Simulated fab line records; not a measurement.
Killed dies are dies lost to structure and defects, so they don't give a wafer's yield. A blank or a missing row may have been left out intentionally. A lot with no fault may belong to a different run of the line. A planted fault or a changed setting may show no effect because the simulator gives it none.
A lot that was struck, set against a sound lot :: flow gf180mcu :: 15 steps out of a route of 602
Sound: the wafers L894.1, L894.4, L894.5. Struck: wafers L911.2, L911.4, L911.6. The cause is given at the end.
For every step that has rows: the tool of each side, followed by ch and its chambers, followed by its first start. Under that, the readings that differ: sound wafers :: struck wafers :: difference of the means :: sigmas: that difference in standard deviations of wafers without a fault.
alike: a reading whose means differ by less than 2 such deviations, as well as words and numbers matching on both sides. not compared: withheld readings; readings where some wafer has no value; bounds like >300 that might hide an equal value; numbers whose values overlap and for which the record gives no deviation.
The two part at a step that has a row with sigmas, a row that says differs or no value, or rows on one side only. Numbers that don't overlap but have no deviation are shown without sigmas and don't part them. Lack of a reading on every wafer of one side parts them only where that side has two or more wafers.

GF_VT_IMPLANT_OVL_MEAS_29:
  struck on overlay-02, day 13 06:22; sound on overlay-01, day 8 10:32
  alike: VT_IMPLANT_02_OVL
then, 1 step without rows for these wafers: GF_VT_IMPLANT_IMPLANT_30.
GF_VT_IMPLANT_STRIP_31: strips in O2/N2.
  sound on plasma_asher-01 ch 0,1, day 8 10:44; struck on plasma_asher-01 ch 1, day 13 06:33
  alike: drypump_motor_current_A, heater_power_w, oes_product_au, strip_time_to_endpoint_s
  not compared: rf_hours_counter_h
GF_VT_IMPLANT_TW_MEAS_32:
  struck on film_metro-02, day 13 06:40; sound on film_metro-03, day 8 10:50
  alike: VT_IMPLANT_3_TW
then, 7 steps without rows for these wafers: GF_VT_IMPLANT_DEHYDRATE_33 (time 60 s); GF_VT_IMPLANT_HMDS_34 (prime time 60 s); GF_VT_IMPLANT_COAT_35 (resist thk 1000 nm); GF_VT_IMPLANT_SOFTBAKE_36 (time 60 s); GF_VT_IMPLANT_EXPOSE_37 (exposes mask Nwell HV AREA, target cd 860 nm); GF_VT_IMPLANT_PEB_38; GF_VT_IMPLANT_DEVELOP_39 (develop time 60 s).
GF_VT_IMPLANT_OVL_MEAS_40:
  struck on overlay-02, day 14 02:28; sound on overlay-01, day 9 03:43
  alike: VT_IMPLANT_03_OVL
GF_VT_IMPLANT_IMPLANT_41:
  sound on implanter-04 ch 0, day 9 03:44; struck on implanter-02 ch 0, day 14 02:31
reading: beam_energy_keV
sound: 70.001 70.023 70.003
struck: 66.726 66.724 66.743
difference: -3.278
sigmas: -99 or more

reading: model.implant.rp_nm (nm)
sound: 43.61 43.61 43.61
struck: 39.4 39.4 39.4
difference: -4.2
sigmas: 

reading: model.implant.drp_nm (nm)
sound: 18.17 18.17 18.17
struck: 17.52 17.52 17.52
difference: -0.65
sigmas: 
GF_VT_IMPLANT_STRIP_42: strips in O2/N2.
  sound on plasma_asher-02 ch 0,1, day 9 03:53; struck on plasma_asher-02 ch 0,1, day 14 02:38
  alike: drypump_motor_current_A, heater_power_w, oes_product_au, strip_time_to_endpoint_s
  not compared: rf_hours_counter_h
then, 1 step without rows for these wafers: GF_PASSIVATION_PROBE_99.

## WHERE THEY PART
Only at GF_VT_IMPLANT_IMPLANT_41, as far as this record shows. Later steps at which nothing parts them and some readings are alike: GF_VT_IMPLANT_STRIP_42.

WHY: whatever the simulator had introduced
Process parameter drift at GF_VT_IMPLANT_IMPLANT_41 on implanter-02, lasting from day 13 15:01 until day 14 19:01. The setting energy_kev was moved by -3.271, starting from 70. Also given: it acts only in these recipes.
